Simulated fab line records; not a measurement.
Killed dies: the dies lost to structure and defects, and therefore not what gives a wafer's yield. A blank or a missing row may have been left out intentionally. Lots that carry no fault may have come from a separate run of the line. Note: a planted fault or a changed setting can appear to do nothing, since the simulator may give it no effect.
Which of the tools did it? -- flow gf180mcu -- 24 lots, 72 wafers sampled, at 6 steps of a route of 602

## WHAT EACH GAUGE READ, for each wafer
GF_M2_CD_MEAS_14: target cd 280 nm.
lot,measured,on,cdNm (nm)
L074,day 19 02:36,cdSem-02,281.7 280.4 280.3
L075,day 19 07:29,cdSem-01,279.0 276.6 277.9
L076,day 19 23:11,cdSem-01,277.6 277.6 276.9
L077,day 20 11:19,cdSem-01,282.9 283.1 281.6
L078,day 20 22:05,cdSem-02,278.9 278.4 277.9
L079,day 21 05:25,cdSem-02,277.6 278.0 279.3
L081,day 21 23:03,cdSem-01,279.2 278.8 279.3
L080,day 22 01:26,cdSem-01,281.3 281.9 282.0
L082,day 22 10:07,cdSem-01,281.6 282.8 282.0
L083,day 22 16:19,cdSem-01,280.4 280.3 280.4
L084,day 23 04:38,cdSem-02,279.7 279.1 279.9
L085,day 23 09:37,cdSem-02,281.1 281.8 280.9
L086,day 23 15:17,cdSem-01,279.4 278.9 278.8
L087,day 24 04:53,cdSem-02,282.0 280.1 281.8
L088,day 24 07:52,cdSem-01,278.4 280.0 279.3
L089,day 24 16:24,cdSem-01,279.4 279.7 280.3
L090,day 25 00:41,cdSem-01,280.1 280.1 280.3
L091,day 25 05:36,cdSem-01,283.1 282.6 281.9
L092,day 25 11:49,cdSem-01,282.0 281.1 281.7
L093,day 25 18:28,cdSem-01,278.1 279.0 279.2
L094,day 26 04:11,cdSem-02,280.7 281.5 281.0
L095,day 26 14:38,cdSem-02,282.5 281.9 280.6
L096,day 26 20:31,cdSem-01,279.6 281.7 281.3
L097,day 26 23:45,cdSem-01,280.1 280.6 279.9

GF_V4_CD_MEAS_14: target cd 260 nm.
lot,measured,on,cdNm (nm)
L074,day 24 07:20,cdSem-02,259.4 260.2 259.3
L075,day 24 11:20,cdSem-01,261.7 261.9 260.9
L076,day 25 01:08,cdSem-01,260.3 260.4 261.8
L077,day 25 12:43,cdSem-01,261.2 261.7 262.1
L078,day 25 22:48,cdSem-02,260.0 261.4 260.6
L079,day 26 03:52,cdSem-02,259.1 259.3 259.2
L081,day 26 20:09,cdSem-02,257.5 259.3 258.6
L080,day 26 23:24,cdSem-01,259.3 259.3 259.8
L082,day 27 07:15,cdSem-01,260.4 260.6 261.3
L083,day 27 10:27,cdSem-01,259.3 259.2 259.0
L084,day 27 22:36,cdSem-02,261.5 261.9 262.4
L085,day 28 02:21,cdSem-02,260.5 260.8 260.9
L086,day 28 07:19,cdSem-01,260.8 261.3 260.4
L087,day 28 19:25,cdSem-01,261.7 261.6 261.0
L088,day 28 23:46,cdSem-02,261.6 261.9 261.3
L089,day 29 05:14,cdSem-01,258.0 258.5 258.9
L090,day 29 14:35,cdSem-01,260.9 260.2 260.1
L091,day 29 16:57,cdSem-02,261.6 260.5 259.6
L092,day 30 00:07,cdSem-01,261.0 259.7 260.0
L093,day 30 04:46,cdSem-01,259.2 259.9 259.3
L094,day 30 13:32,cdSem-02,260.0 259.6 259.6
L095,day 30 22:47,cdSem-01,260.0 260.6 260.4
L096,day 31 02:36,cdSem-02,260.2 259.6 259.3
L097,day 31 05:50,cdSem-01,261.0 261.9 259.9

GF_V4_THK_MEAS_25: measures by xrf.
lot,measured,on,V4_W_THK (nm)
L074,day 24 08:29,filmMetro-04,351 348 347
L075,day 24 12:29,filmMetro-03,359 353 360
L076,day 25 02:19,filmMetro-03,354 364 357
L077,day 25 13:51,filmMetro-04,355 362 353
L078,day 25 23:57,filmMetro-03,360 355 361
L079,day 26 05:00,filmMetro-03,371 369 369
L081,day 26 21:19,filmMetro-03,361 370 357
L080,day 27 00:35,filmMetro-03,356 357 355
L082,day 27 08:26,filmMetro-02,355 363 351
L083,day 27 11:45,filmMetro-04,354 349 350
L084,day 27 23:45,filmMetro-03,359 353 351
L085,day 28 03:29,filmMetro-03,361 353 355
L086,day 28 08:28,filmMetro-02,351 354 352
L087,day 28 20:58,filmMetro-04,352 351 352
L088,day 29 00:56,filmMetro-04,352 347 354
L089,day 29 06:23,filmMetro-04,353 350 347
L090,day 29 15:44,filmMetro-02,356 349 349
L091,day 29 18:06,filmMetro-03,356 362 359
L092,day 30 01:37,filmMetro-04,350 354 351
L093,day 30 06:19,filmMetro-04,354 351 357
L094,day 30 14:40,filmMetro-04,358 358 356
L095,day 30 23:58,filmMetro-04,361 358 357
L096,day 31 03:45,filmMetro-03,350 363 366
L097,day 31 06:59,filmMetro-02,358 356 347

GF_V5_THK_MEAS_25: measures by xrf.
lot,measured,on,V5_W_THK (nm)
L074,day 27 04:28,filmMetro-01,356 355 357
L075,day 27 07:57,filmMetro-02,351 363 365
L076,day 27 20:59,filmMetro-01,363 360 357
L077,day 28 07:21,filmMetro-01,357 366 356
L078,day 28 16:18,filmMetro-03,365 353 360
L079,day 28 21:00,filmMetro-02,359 350 350
L081,day 29 11:49,filmMetro-02,344 347 345
L080,day 29 13:38,filmMetro-03,367 358 355
L082,day 29 22:26,filmMetro-03,361 363 360
L083,day 30 01:55,filmMetro-02,348 339 349
L084,day 30 12:00,filmMetro-03,373 362 361
L085,day 30 16:04,filmMetro-01,365 365 363
L086,day 30 21:01,filmMetro-02,354 359 350
L087,day 31 06:41,filmMetro-01,360 366 361
L088,day 31 11:58,filmMetro-02,354 346 345
L089,day 31 16:25,filmMetro-03,359 363 358
L090,day 32 00:43,filmMetro-01,360 359 359
L091,day 32 03:37,filmMetro-02,355 357 361
L092,day 32 10:07,filmMetro-02,359 357 349
L093,day 32 14:38,filmMetro-01,371 372 367
L094,day 32 20:50,filmMetro-01,372 368 371
L095,day 33 06:15,filmMetro-02,351 343 350
L096,day 33 09:54,filmMetro-01,361 370 366
L097,day 33 11:29,filmMetro-02,343 349 349

## WHAT TOOL EACH LOT RAN ON (gives the tool, then ch and the chambers of the sampled wafers, and finally the start)
lot,GF_MIM_SPUTTER_00,GF_MIM_SPUTTER_07
L074,"pvdSputter-01, day 24 08:51","pvdSputter-03, day 24 09:11"
L075,"pvdSputter-01, day 24 12:56","pvdSputter-03, day 24 13:15"
L076,"pvdSputter-01, day 25 02:41","pvdSputter-03, day 25 03:00"
L077,"pvdSputter-02, day 25 14:12","pvdSputter-01, day 25 14:31"
L078,"pvdSputter-03, day 26 00:19","pvdSputter-03, day 26 00:37"
L079,"pvdSputter-01, day 26 05:21","pvdSputter-02, day 26 05:40"
L081,"pvdSputter-01, day 26 21:40","pvdSputter-02, day 26 21:59"
L080,"pvdSputter-01, day 27 00:57","pvdSputter-02, day 27 01:16"
L082,"pvdSputter-02, day 27 08:47","pvdSputter-03, day 27 09:06"
L083,"pvdSputter-03, day 27 12:19","pvdSputter-02, day 27 12:38"
L084,"pvdSputter-02, day 28 00:07","pvdSputter-03, day 28 00:25"
L085,"pvdSputter-01, day 28 03:50","pvdSputter-02, day 28 04:10"
L086,"pvdSputter-02, day 28 08:48","pvdSputter-01, day 28 09:07"
L087,"pvdSputter-03, day 28 21:18","pvdSputter-01, day 28 21:37"
L088,"pvdSputter-01, day 29 01:17","pvdSputter-02, day 29 01:35"
L089,"pvdSputter-02, day 29 06:45","pvdSputter-01, day 29 07:04"
L090,"pvdSputter-01, day 29 16:05","pvdSputter-01, day 29 16:25"
L091,"pvdSputter-02, day 29 18:27","pvdSputter-03, day 29 18:46"
L092,"pvdSputter-03, day 30 01:58","pvdSputter-03, day 30 02:16"
L093,"pvdSputter-02, day 30 06:40","pvdSputter-03, day 30 06:59"
L094,"pvdSputter-02, day 30 15:00","pvdSputter-01, day 30 15:19"
L095,"pvdSputter-02, day 31 00:19","pvdSputter-03, day 31 00:38"
L096,"pvdSputter-02, day 31 04:06","pvdSputter-01, day 31 04:25"
L097,"pvdSputter-01, day 31 07:20","pvdSputter-03, day 31 07:40"
- GF_MIM_SPUTTER_00: material Ti, target thk 37.5 nm, time 150 s.
- GF_MIM_SPUTTER_07: material TiN, target thk 60 nm, time 50 s.

## WHAT THE TOOLS THEMSELVES READ (means of the sampled wafers that have a number; where no wafer has one, the mark that the record gives instead)
GF_MIM_SPUTTER_00.
lot,tool,cathodeDcPowerW (W),throttleValvePct (%)
L074,pvdSputter-01,4000.6,28.8
L075,pvdSputter-01,3999.1,29.4
L076,pvdSputter-01,4000.6,29.3
L077,pvdSputter-02,3999.3,29.2
L078,pvdSputter-03,3999.9,30.7
L079,pvdSputter-01,4000.1,29.4
L081,pvdSputter-01,4000.2,29.7
L080,pvdSputter-01,4000.2,29.6
L082,pvdSputter-02,3999.1,29.4
L083,pvdSputter-03,3999.9,31.2
L084,pvdSputter-02,3999.5,29.1
L085,pvdSputter-01,4000.2,29.8
L086,pvdSputter-02,4000.2,29.1
L087,pvdSputter-03,4000.3,30.5
L088,pvdSputter-01,3999.1,30.1
L089,pvdSputter-02,3999.9,29.4
L090,pvdSputter-01,3999.6,29.6
L091,pvdSputter-02,4000.2,29.1
L092,pvdSputter-03,3999.8,31.0
L093,pvdSputter-02,4000.3,29.4
L094,pvdSputter-02,3999.7,29.4
L095,pvdSputter-02,4000.0,29.1
L096,pvdSputter-02,4000.2,29.4
L097,pvdSputter-01,3999.6,29.2

GF_MIM_SPUTTER_07.
lot,tool,cathodeDcPowerW (W),throttleValvePct (%)
L074,pvdSputter-03,6500.4,30.5
L075,pvdSputter-03,6499.6,30.7
L076,pvdSputter-03,6500.3,30.5
L077,pvdSputter-01,6499.5,29.4
L078,pvdSputter-03,6500.9,30.7
L079,pvdSputter-02,6499.9,29.0
L081,pvdSputter-02,6499.9,29.2
L080,pvdSputter-02,6499.7,29.1
L082,pvdSputter-03,6500.6,29.8
L083,pvdSputter-02,6499.8,29.4
L084,pvdSputter-03,6499.4,31.0
L085,pvdSputter-02,6500.4,29.0
L086,pvdSputter-01,6499.9,30.0
L087,pvdSputter-01,6500.5,29.9
L088,pvdSputter-02,6500.5,29.8
L089,pvdSputter-01,6500.1,29.6
L090,pvdSputter-01,6499.1,29.2
L091,pvdSputter-03,6500.0,30.8
L092,pvdSputter-03,6500.0,31.1
L093,pvdSputter-03,6499.6,30.5
L094,pvdSputter-01,6500.5,29.9
L095,pvdSputter-03,6500.4,31.1
L096,pvdSputter-01,6500.7,29.6
L097,pvdSputter-03,6500.5,31.1

## THE ANSWER, worked out from the rows above alone
Rule: the usual values come from the lots themselves. The widest of any qualifying gaps counts: lots, ordered by their means at a reading, are off when they make up no more than a third of the lots, leave a main group of 4 or more, and stand apart from it by 3 or more times the standard deviation of that group's means. A main group is skipped when, at the precision printed for the reading in the tables above, its means are all equal. A lot without any number at a reading at which 4 lots or more have one is off too. Where the step has rows for the other lots, those lots are counted as sound. Order of review: gauges by route order, followed by the tools' own readings, for which a lot's mean as printed above is used. At the first step where some lot is off, the reading lying furthest off is the one used; lots without a number count as furthest.
Nothing can be told from this: no lot is off at any reading shown.

## WHAT WAS PUT IN BY THE SIMULATOR
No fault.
